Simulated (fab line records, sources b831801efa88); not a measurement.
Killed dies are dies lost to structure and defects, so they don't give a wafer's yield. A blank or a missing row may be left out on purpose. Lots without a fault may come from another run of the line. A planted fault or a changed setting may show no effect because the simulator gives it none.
A struck lot beside a sound one | flow gf180mcu | 14 steps out of a route of 602
Sound: wafers L780.1, L780.2, L780.5. Struck: wafers L787.2, L787.4, L787.6. The cause comes at the end.
At each step with rows: each side's tool, then ch and its chambers, then its first start. Under that, the readings that differ: sound wafers | struck wafers | difference of the means | sigmas: that difference in standard deviations of wafers without a fault.
alike: readings whose means differ by less than 2 such deviations, and words and numbers that are the same on both sides. not compared: withheld readings, readings that some wafer has no value for, bounds like >300 that may hide the same value, and numbers for which the record gives no deviation and whose values overlap.
The two part at a step that has a row with sigmas, a row that says differs or no value, or rows on one side only. Numbers that don't overlap but have no deviation are shown without sigmas and don't part them. A reading that every wafer of one side lacks parts them only if that side has two wafers or more.

GF_CONTACT_THK_MEAS_01:
  sound on film_metro-01, day 17 04:11; struck on film_metro-04, day 19 11:13
  alike: CONTACT_CVD_00_THK
GF_CONTACT_CVD_02: deposits SiO2 from TEOS, target thk 860 nm, time 95.992 s.
  sound on pecvd-01 ch 0,1, day 17 04:14; struck on pecvd-04 ch 0,2, day 19 11:16
  alike: heater_power_outer_w, heater_power_w
GF_CONTACT_THK_MEAS_03:
  sound on film_metro-03, day 17 04:19; struck on film_metro-03, day 19 11:21
  alike: CONTACT_CVD_02_THK
GF_CONTACT_CMP_04: polishes SiO2.
  sound on cmp-02 ch 0,1,3, day 17 04:28; struck on cmp-01 ch 1,2, day 19 11:24
  alike: motor_current_A, time_to_endpoint_s
GF_CONTACT_BOW_MEAS_05:
  sound on film_metro-01, day 17 04:40; struck on film_metro-04, day 19 11:43
  alike: CONTACT_BOW
then, 7 steps without rows for these wafers: GF_CONTACT_DEHYDRATE_06 (time 60 s); GF_CONTACT_HMDS_07 (prime time 60 s); GF_CONTACT_COAT_08; GF_CONTACT_COAT_09 (resist thk 1000 nm); GF_CONTACT_SOFTBAKE_10 (time 60 s); GF_CONTACT_EXPOSE_11 (exposes mask Contact, target cd 220 nm); GF_CONTACT_PEB_12 (peb time 90 s).
GF_CONTACT_DEVELOP_13: develop time 60 s.
  sound on litho_track-02 ch 0, day 18 03:27; struck on litho_track-02, day 20 12:26
  no value came back on the struck wafers for chill_plate_temp_C (C), develop_time_s (s); on the sound wafers chill_plate_temp_C (C) reads 23.09 23.16 23.05
  reading                                  | sound             | struck           | difference | sigmas
  model.KrF_of_CONTACT_COAT_09.thk_nm (nm) | 984.4 979.7 979.8 | 999.5 1000 999.6 | +18.4      |
GF_CONTACT_CD_MEAS_14: target cd 220 nm.
  sound on cd_sem-01, day 18 03:36; struck on cd_sem-01, day 20 12:34
  reading    | sound             | struck | difference                    | sigmas
  cd_nm (nm) | 220.4 220.0 219.5 | - - -  | no value on the struck wafers |

WHERE THEY PART
First at GF_CONTACT_DEVELOP_13; last, within this record, at GF_CONTACT_CD_MEAS_14.

WHY: what the simulator had put in
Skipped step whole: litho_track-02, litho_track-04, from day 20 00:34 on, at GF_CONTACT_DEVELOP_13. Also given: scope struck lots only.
